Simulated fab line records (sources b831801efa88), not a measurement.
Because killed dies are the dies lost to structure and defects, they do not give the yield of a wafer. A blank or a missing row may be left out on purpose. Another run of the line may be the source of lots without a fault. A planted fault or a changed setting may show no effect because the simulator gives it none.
Which tool did it?	flow sky130	36 wafers from 12 lots sampled at 5 of the route's 708 steps

WHAT THE GAUGES SHOWED, per wafer
Not one reading of a measure or inspect step in the record can be checked against a usual standard deviation.

EACH LOT AND THE TOOL THAT RAN IT (in order: tool; ch and the chambers of the sampled wafers; start)
lot	SKY_VIA2_CMP_24	SKY_METAL3_SPUTTER_00	SKY_CAPM_SPUTTER_02	SKY_METAL3_COAT_07	SKY_PAD_OPEN_PROBE_99
L997	cmp-02 ch 0,2,3, day 36 18:48	pvd-sputter-02, day 36 19:03	pvd-sputter-04, day 36 19:17	litho-track-02 ch 0, day 38 10:29	-
L998	cmp-02 ch 1,2,3, day 37 03:22	pvd-sputter-03, day 37 03:40	pvd-sputter-02, day 37 03:54	litho-track-04 ch 0, day 38 17:33	-
L999	cmp-02 ch 0,1,3, day 37 13:08	pvd-sputter-03, day 37 13:23	pvd-sputter-02, day 37 13:37	litho-track-03 ch 0, day 39 04:02	-
L100	cmp-02 ch 0,2,3, day 38 02:53	pvd-sputter-02, day 38 03:05	pvd-sputter-04, day 38 03:19	litho-track-03 ch 0, day 39 17:47	prober-01, day 47 09:10
L101	cmp-02 ch 0,2, day 38 11:50	pvd-sputter-03, day 38 12:05	pvd-sputter-01, day 38 12:19	litho-track-03 ch 0, day 40 02:17	-
L103	cmp-02 ch 0,2,3, day 38 17:36	pvd-sputter-01, day 38 17:54	pvd-sputter-02, day 38 18:08	litho-track-02 ch 0, day 40 07:41	-
L104	cmp-01 ch 1,3, day 39 05:56	pvd-sputter-03, day 39 06:14	pvd-sputter-02, day 39 06:29	litho-track-04 ch 0, day 40 19:11	prober-01, day 48 04:31
L105	cmp-01 ch 0,2,3, day 39 09:39	pvd-sputter-01, day 39 09:57	pvd-sputter-04, day 39 10:14	litho-track-02 ch 0, day 40 23:37	-
L115	cmp-02 ch 0,1,3, day 42 05:24	pvd-sputter-03, day 42 05:42	pvd-sputter-04, day 42 06:05	litho-track-02 ch 0, day 43 18:02	prober-02, day 50 12:19
L118	cmp-01 ch 1,2, day 43 02:38	pvd-sputter-01, day 43 02:56	pvd-sputter-04, day 43 03:11	litho-track-02 ch 0, day 44 13:26	prober-01, day 51 00:48
L119	cmp-01 ch 0,1,3, day 43 07:19	pvd-sputter-01, day 43 07:28	pvd-sputter-04, day 43 07:43	litho-track-04 ch 0, day 44 18:23	-
L120	cmp-02 ch 0,1,2, day 43 07:28	pvd-sputter-03, day 43 07:46	pvd-sputter-01, day 43 08:01	litho-track-03 ch 0, day 44 18:53	-
- SKY_VIA2_CMP_24: polishes, stops on SiO2, t overpolish 20 s, target thk 0 nm.
- SKY_METAL3_SPUTTER_00: material Ti, target thk 15 nm, time 10 s.
- SKY_CAPM_SPUTTER_02: material TiN, target thk 200 nm, time 161.7 s.
- SKY_METAL3_COAT_07: resist thk 60 nm.
- SKY_PAD_OPEN_PROBE_99

WHAT THE TOOLS THEMSELVES READ (means of the sampled wafers that have a number; where no wafer has one, the mark that the record gives instead)
SKY_VIA2_CMP_24. Usual: motor-current-A 11.5 A, standard deviation 1.7; overpolish-run-s 20.000 s, standard deviation 0.0095; time-to-endpoint-s 102 s, standard deviation 5.7.
lot	tool	motor-current-A (A)	overpolish-run-s (s)	time-to-endpoint-s (s)	flag
L997	cmp-02	12.8	20.002	97	
L998	cmp-02	12.3	20.011	103	
L999	cmp-02	11.2	19.999	101	
L100	cmp-02	12.7	19.997	93	
L101	cmp-02	11.8	20.006	92	
L103	cmp-02	12.9	20.012	96	
L104	cmp-01	9.9	20.000	103	
L105	cmp-01	11.0	20.009	108	
L115	cmp-02	10.7	19.993	104	
L118	cmp-01	11.3	20.003	109	
L119	cmp-01	10.4	20.000	104	
L120	cmp-02	11.6	19.994	96	

SKY_METAL3_SPUTTER_00. Usual: throttle-valve-pct 29.7 %, standard deviation 0.84.
lot	tool	throttle-valve-pct (%)	flag
L997	pvd-sputter-02	30.4	
L998	pvd-sputter-03	29.9	
L999	pvd-sputter-03	30.1	
L100	pvd-sputter-02	30.5	
L101	pvd-sputter-03	29.2	
L103	pvd-sputter-01	29.8	
L104	pvd-sputter-03	29.8	
L105	pvd-sputter-01	30.3	
L115	pvd-sputter-03	29.6	
L118	pvd-sputter-01	28.8	
L119	pvd-sputter-01	28.8	
L120	pvd-sputter-03	30.0	

SKY_CAPM_SPUTTER_02. Usual: throttle-valve-pct 29.6 %, standard deviation 0.68.
lot	tool	throttle-valve-pct (%)	flag
L997	pvd-sputter-04	29.4	
L998	pvd-sputter-02	30.5	
L999	pvd-sputter-02	30.3	
L100	pvd-sputter-04	29.5	
L101	pvd-sputter-01	28.6	
L103	pvd-sputter-02	30.5	
L104	pvd-sputter-02	30.4	
L105	pvd-sputter-04	29.4	
L115	pvd-sputter-04	29.4	
L118	pvd-sputter-04	29.2	
L119	pvd-sputter-04	29.1	
L120	pvd-sputter-01	28.6	

SKY_METAL3_COAT_07. Usual: spin-speed-rpm 2999.8 rpm, standard deviation 2.2.
lot	tool	spin-speed-rpm (rpm)	flag
L997	litho-track-02	3002.9	
L998	litho-track-04	3001.8	
L999	litho-track-03	3000.6	
L100	litho-track-03	2997.0	
L101	litho-track-03	3000.9	
L103	litho-track-02	2998.4	
L104	litho-track-04	3002.5	
L105	litho-track-02	2997.1	
L115	litho-track-02	3122.9	OFF
L118	litho-track-02	3124.7	OFF
L119	litho-track-04	3000.8	
L120	litho-track-03	3000.3	

SKY_PAD_OPEN_PROBE_99. Usual: defect-limited-yield 82.4 %, standard deviation 1.9; killed_at_M0_to_M3 43, standard deviation 7.5; killed_at_M4_up 3.2, standard deviation 1.9; killed-at-contacts 24, standard deviation 4.9; killed-at-front-end 15, standard deviation 4.3; killed-at-other 0.4, standard deviation 0.72; killed-dies 86, standard deviation 9.1; killed-open 47, standard deviation 6.5; killed-short 39, standard deviation 6.5; sort_bin_3_pad_short 0.9 %, standard deviation 0.43; sort_bin_5_function 10.4 %, standard deviation 1.3; sort_bin_6_memory 6.3 %, standard deviation 1.2; sort-n-pass 406, standard deviation 9.1; sort-yield-pct 82.4 %, standard deviation 1.9.
lot	tool	defect-limited-yield (%)	killed_at_M0_to_M3	killed_at_M4_up	killed-at-contacts	killed-at-front-end	killed-at-other	killed-dies	killed-open	killed-short	sort_bin_3_pad_short (%)	sort_bin_5_function (%)	sort_bin_6_memory (%)	sort-n-pass	sort-yield-pct (%)	flag
L100	prober-01	81.9	40	3.7	25	20	0.0	89	49	40	0.9	10.3	6.8	403	81.9	
L104	prober-01	80.4	47	2.7	23	23	0.7	97	46	49	1.4	11.6	6.6	395	80.4	
L115	prober-02	81.6	50	2.7	24	14	0.3	90	44	46	1.7	10.2	6.5	402	81.6	
L118	prober-01	81.3	51	4.7	24	12	0.0	92	51	41	0.7	10.5	7.5	400	81.3	

THE ANSWER, worked out from the rows above alone
Rule: a lot counts as off when the mean over its wafers that have a number is more than 3 standard deviations away from the usual mean. A lot without any number at a reading at which 4 lots or more have one is off too. The other lots that the step has rows for count as sound. Order of review: gauges by route order, followed by the tools' own readings, for which a lot's mean as printed above is used. At the first step where some lot is off, the reading lying furthest off is the one used; lots without a number count as furthest.
Off: L115, L118, at SKY_METAL3_COAT_07 (spin-speed-rpm).
A tool fits if, at that step or a process step before it, it ran every lot that is off, and no sound lot after the first of them. One fits: SKY_METAL3_COAT_07 on litho-track-02. A fault onset in the window from L105 (day 40 23:37, its last sound lot) to L115 (day 43 18:02, its first lot off) fits.
On the lots that are off, the tool's own readings at SKY_METAL3_COAT_07 differ by more than 5 times the standard deviation of the sound lots' means, which bears it out; spin-speed-rpm reads 3123.8 rpm there versus 3000.2 rpm on the sound lots.

WHAT HAD BEEN PUT IN BY THE SIMULATOR
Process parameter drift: litho-track-02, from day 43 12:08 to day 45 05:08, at SKY_METAL3_COAT_07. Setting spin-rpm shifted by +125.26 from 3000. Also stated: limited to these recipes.
Struck lots among those shown: L115, L118. The rule given above showed the same thing.
